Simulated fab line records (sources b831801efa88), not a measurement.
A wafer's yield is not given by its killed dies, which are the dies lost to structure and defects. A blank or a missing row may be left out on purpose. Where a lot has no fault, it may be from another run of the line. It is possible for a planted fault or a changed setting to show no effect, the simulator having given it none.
Commonality check across tools ; flow sfq-line ; Sampled: 14 lots, 42 wafers

WHY IT WAS OPENED
At SFQ_M1_RS_MEAS_909 the reading M1_NB_RS is flagged on 2 of 14 lots. No-fault wafers: 0.890 ohm/sq, standard deviation 0.012.
Rule: a lot is flagged in two cases, either no wafer of it has a number, or all its wafers with numbers fall more than 4 standard deviations from that mean. As for the other lots, they are considered sound.

lot;measured;on;M1_NB_RS (ohm/sq), wafer by wafer;flag
L836;day 19 22:57;film-metro-03;0.880 0.895 0.884;
L837;day 20 09:10;film-metro-03;0.886 0.883 0.905;
L838;day 20 21:16;film-metro-02;0.900 0.909 0.911;
L839;day 20 23:43;film-metro-03;0.874 0.880 0.904;
L843;day 21 11:54;film-metro-03;0.890 0.885 0.889;
L844;day 21 15:32;film-metro-01;0.907 0.880 0.885;
L845;day 21 16:29;film-metro-03;0.893 0.897 0.911;
L846;day 21 22:38;film-metro-03;0.883 0.884 0.886;
L849;day 24 02:11;film-metro-02;0.874 0.863 0.877;
L850;day 24 09:23;film-metro-03;0.876 0.883 0.882;
L856;day 26 18:41;film-metro-03;0.894 0.879 0.901;
L857;day 27 01:44;film-metro-01;0.763 0.768 0.763;FLAGGED
L858;day 28 04:11;film-metro-01;0.765 0.774 0.779;FLAGGED
L859;day 28 11:25;film-metro-01;0.907 0.890 0.897;
On average the flagged lots' numbers are 0.769 ohm/sq, which is -0.121 ohm/sq against the usual, or -10 standard deviations.

WHICH TOOL RAN EACH LOT
The record holds 1 process step before the reading, out of a route of 325 steps. Every cell lists first the tool, next ch and the chambers used by the sampled wafers, and last the start.
lot;flag;SFQ_TRILAYER_M1_DEP_SPUTTER_037
L836;;pvd-sputter-05, day 19 22:50
L837;;pvd-sputter-06, day 20 09:02
L838;;pvd-sputter-04, day 20 21:10
L839;;pvd-sputter-06, day 20 23:34
L843;;pvd-sputter-05, day 21 11:46
L844;;pvd-sputter-06, day 21 15:27
L845;;pvd-sputter-04, day 21 16:22
L846;;pvd-sputter-06, day 21 22:32
L849;;pvd-sputter-06, day 24 02:05
L850;;pvd-sputter-04, day 24 09:17
L856;;pvd-sputter-04, day 26 18:35
L857;FLAGGED;pvd-sputter-05, day 27 01:37
L858;FLAGGED;pvd-sputter-05, day 28 04:06
L859;;pvd-sputter-04, day 28 11:18
What these steps do:
- SFQ_TRILAYER_M1_DEP_SPUTTER_037: material Nb, target thk 200 nm, time 133.3 s.
- SFQ_M1_RS_MEAS_909: measures by four-point-probe.

FLAGGED OVER TOTAL, TOOL BY TOOL (the gauges that took the reading come last)
step;tool;lots run;flagged;share of the flagged lots;sound lots run after its first flagged lot
SFQ_TRILAYER_M1_DEP_SPUTTER_037;pvd-sputter-04;5;0;none;-
SFQ_TRILAYER_M1_DEP_SPUTTER_037;pvd-sputter-05;4;2;all;0
SFQ_TRILAYER_M1_DEP_SPUTTER_037;pvd-sputter-06;5;0;none;-
SFQ_M1_RS_MEAS_909;film-metro-01;4;2;all;1 (L859)
SFQ_M1_RS_MEAS_909;film-metro-02;2;0;none;-
SFQ_M1_RS_MEAS_909;film-metro-03;8;0;none;-

WHAT IS ALLOWED BY THE TABLE
In 2 table rows, all flagged lots were run: pvd-sputter-05 (SFQ_TRILAYER_M1_DEP_SPUTTER_037), film-metro-01 (SFQ_M1_RS_MEAS_909).
- pvd-sputter-05 at SFQ_TRILAYER_M1_DEP_SPUTTER_037 ran 4 lots, 2 of them flagged. It ran its last sound lot, L843, at day 21 11:46 and its first flagged lot, L857, at day 27 01:37: a fault with its onset between the two fits.
- film-metro-01 at SFQ_M1_RS_MEAS_909 ran 4 lots, 2 of them flagged. After the first flagged lot (L859), sound lots still ran on it; a lasting fault on the whole tool would not permit that.
pvd-sputter-05 at SFQ_TRILAYER_M1_DEP_SPUTTER_037 is the single tool remaining.

WHAT THE SIMULATOR PUT IN
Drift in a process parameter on pvd-sputter-05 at SFQ_TRILAYER_M1_DEP_SPUTTER_037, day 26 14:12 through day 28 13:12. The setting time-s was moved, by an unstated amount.
Struck lots among those shown: L857, L858. The rule given above showed the same thing.
